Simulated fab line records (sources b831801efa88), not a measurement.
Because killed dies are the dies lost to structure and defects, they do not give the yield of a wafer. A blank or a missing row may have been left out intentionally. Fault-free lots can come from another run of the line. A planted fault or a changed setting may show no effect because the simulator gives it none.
Which tool did it? || flow gf180mcu || 13 lots, 39 wafers sampled, at 3 steps of a route of 602

## WHAT EACH GAUGE READ, for each wafer
GF_M1_CD_MEAS_14 targets a cd of 230 nm.
{"lot": "L601", "measured": "day 17 01:10", "on": "cd_sem-02", "cd_nm (nm)": "230.5 229.3 230.5"}
{"lot": "L602", "measured": "day 17 17:27", "on": "cd_sem-01", "cd_nm (nm)": "232.0 230.6 232.2"}
{"lot": "L605", "measured": "day 18 16:10", "on": "cd_sem-01", "cd_nm (nm)": "229.5 229.4 229.2"}
{"lot": "L610", "measured": "day 20 12:45", "on": "cd_sem-02", "cd_nm (nm)": "230.6 229.5 229.3"}
{"lot": "L612", "measured": "day 21 08:34", "on": "cd_sem-01", "cd_nm (nm)": "231.0 230.8 231.6"}
{"lot": "L613", "measured": "day 21 16:34", "on": "cd_sem-01", "cd_nm (nm)": "230.0 230.4 229.4"}
{"lot": "L614", "measured": "day 22 01:34", "on": "cd_sem-01", "cd_nm (nm)": "230.1 229.7 228.7"}
{"lot": "L618", "measured": "day 23 09:33", "on": "cd_sem-01", "cd_nm (nm)": "231.6 231.7 230.7"}
{"lot": "L620", "measured": "day 23 23:52", "on": "cd_sem-02", "cd_nm (nm)": "227.8 229.2 229.6"}
{"lot": "L621", "measured": "day 24 08:13", "on": "cd_sem-01", "cd_nm (nm)": "229.2 228.6 230.0"}
{"lot": "L622", "measured": "day 24 11:43", "on": "cd_sem-02", "cd_nm (nm)": "230.5 231.0 230.4"}
{"lot": "L623", "measured": "day 25 01:52", "on": "cd_sem-01", "cd_nm (nm)": "232.0 230.8 231.5"}
{"lot": "L624", "measured": "day 25 02:50", "on": "cd_sem-02", "cd_nm (nm)": "230.5 229.1 230.8"}

GF_M1_OVL_MEAS_15.
{"lot": "L601", "measured": "day 17 01:17", "on": "overlay-02", "M1_OVL (nm)": "-12 -2 -12"}
{"lot": "L602", "measured": "day 17 17:34", "on": "overlay-01", "M1_OVL (nm)": "-3 -8 0"}
{"lot": "L605", "measured": "day 18 16:17", "on": "overlay-02", "M1_OVL (nm)": "-10 -5 -8"}
{"lot": "L610", "measured": "day 20 12:52", "on": "overlay-01", "M1_OVL (nm)": "-1 0 1"}
{"lot": "L612", "measured": "day 21 08:41", "on": "overlay-01", "M1_OVL (nm)": "3 2 3"}
{"lot": "L613", "measured": "day 21 16:41", "on": "overlay-02", "M1_OVL (nm)": "2 -2 2"}
{"lot": "L614", "measured": "day 22 01:41", "on": "overlay-02", "M1_OVL (nm)": "-4 -1 -5"}
{"lot": "L618", "measured": "day 23 09:40", "on": "overlay-01", "M1_OVL (nm)": "-4 -1 4"}
{"lot": "L620", "measured": "day 23 23:59", "on": "overlay-02", "M1_OVL (nm)": "-3 -6 -11"}
{"lot": "L621", "measured": "day 24 08:20", "on": "overlay-01", "M1_OVL (nm)": "-8 -6 4"}
{"lot": "L622", "measured": "day 24 11:50", "on": "overlay-01", "M1_OVL (nm)": "-11 -3 -2"}
{"lot": "L623", "measured": "day 25 01:59", "on": "overlay-01", "M1_OVL (nm)": "-4 -2 -5"}
{"lot": "L624", "measured": "day 25 02:56", "on": "overlay-01", "M1_OVL (nm)": "6 4 13"}

## EACH LOT AND THE TOOL THAT RAN IT (in order: tool; ch and the chambers of the sampled wafers; start)
{"lot": "L601", "GF_CONTACT_SPUTTER_22": "pvd_sputter-01, day 16 02:15"}
{"lot": "L602", "GF_CONTACT_SPUTTER_22": "pvd_sputter-02, day 16 17:23"}
{"lot": "L605", "GF_CONTACT_SPUTTER_22": "pvd_sputter-01, day 17 15:34"}
{"lot": "L610", "GF_CONTACT_SPUTTER_22": "pvd_sputter-03, day 19 11:14"}
{"lot": "L612", "GF_CONTACT_SPUTTER_22": "pvd_sputter-03, day 20 07:50"}
{"lot": "L613", "GF_CONTACT_SPUTTER_22": "pvd_sputter-01, day 20 16:10"}
{"lot": "L614", "GF_CONTACT_SPUTTER_22": "pvd_sputter-01, day 20 23:51"}
{"lot": "L618", "GF_CONTACT_SPUTTER_22": "pvd_sputter-03, day 22 09:44"}
{"lot": "L620", "GF_CONTACT_SPUTTER_22": "pvd_sputter-03, day 22 23:50"}
{"lot": "L621", "GF_CONTACT_SPUTTER_22": "pvd_sputter-02, day 23 08:41"}
{"lot": "L622", "GF_CONTACT_SPUTTER_22": "pvd_sputter-03, day 23 12:58"}
{"lot": "L623", "GF_CONTACT_SPUTTER_22": "pvd_sputter-03, day 24 02:27"}
{"lot": "L624", "GF_CONTACT_SPUTTER_22": "pvd_sputter-02, day 24 04:21"}
- GF_CONTACT_SPUTTER_22: material Ti, target thk 15 nm, time 80.02 s.

## WHAT THE TOOLS THEMSELVES READ (means of the sampled wafers that have a number; where no wafer has one, the mark that the record gives instead)
GF_CONTACT_SPUTTER_22.
{"lot": "L601", "tool": "pvd_sputter-01", "substrate_temp_c (C)": 199.96, "throttle_valve_pct (%)": 29.5}
{"lot": "L602", "tool": "pvd_sputter-02", "substrate_temp_c (C)": 199.92, "throttle_valve_pct (%)": 29.5}
{"lot": "L605", "tool": "pvd_sputter-01", "substrate_temp_c (C)": 199.89, "throttle_valve_pct (%)": 31.1}
{"lot": "L610", "tool": "pvd_sputter-03", "substrate_temp_c (C)": 200.14, "throttle_valve_pct (%)": 29.1}
{"lot": "L612", "tool": "pvd_sputter-03", "substrate_temp_c (C)": 199.90, "throttle_valve_pct (%)": 29.4}
{"lot": "L613", "tool": "pvd_sputter-01", "substrate_temp_c (C)": 200.16, "throttle_valve_pct (%)": 31.2}
{"lot": "L614", "tool": "pvd_sputter-01", "substrate_temp_c (C)": 199.96, "throttle_valve_pct (%)": 30.3}
{"lot": "L618", "tool": "pvd_sputter-03", "substrate_temp_c (C)": 199.99, "throttle_valve_pct (%)": 29.5}
{"lot": "L620", "tool": "pvd_sputter-03", "substrate_temp_c (C)": 200.02, "throttle_valve_pct (%)": 30.8}
{"lot": "L621", "tool": "pvd_sputter-02", "substrate_temp_c (C)": 199.92, "throttle_valve_pct (%)": 29.0}
{"lot": "L622", "tool": "pvd_sputter-03", "substrate_temp_c (C)": 199.84, "throttle_valve_pct (%)": 30.5}
{"lot": "L623", "tool": "pvd_sputter-03", "substrate_temp_c (C)": 199.94, "throttle_valve_pct (%)": 29.1}
{"lot": "L624", "tool": "pvd_sputter-02", "substrate_temp_c (C)": 200.01, "throttle_valve_pct (%)": 29.6}

## THE ANSWER, worked out from the rows above alone
Rule: the usual values come from the lots themselves. Put in order of their means at a reading, lots are off if they are a third of the lots or fewer, leave a main group of 4 or more, and stand apart from it by a gap of 3 or more times the standard deviation of the main group's means; of several such gaps the widest counts. A main group is skipped when, at the precision printed for the reading in the tables above, its means are all equal. Also off: a lot with no number at a reading for which 4 or more lots have one. All remaining lots with rows at the step are treated as sound. First the gauges in route order, then the tools' own readings, where a lot's mean is used as printed above. The first step at which some lot is off is used, and at that step the reading that is off furthest; a lot without a number counts as furthest.
No lot is off at any reading shown: from this, nothing can be told.

## WHAT HAD BEEN PUT IN BY THE SIMULATOR
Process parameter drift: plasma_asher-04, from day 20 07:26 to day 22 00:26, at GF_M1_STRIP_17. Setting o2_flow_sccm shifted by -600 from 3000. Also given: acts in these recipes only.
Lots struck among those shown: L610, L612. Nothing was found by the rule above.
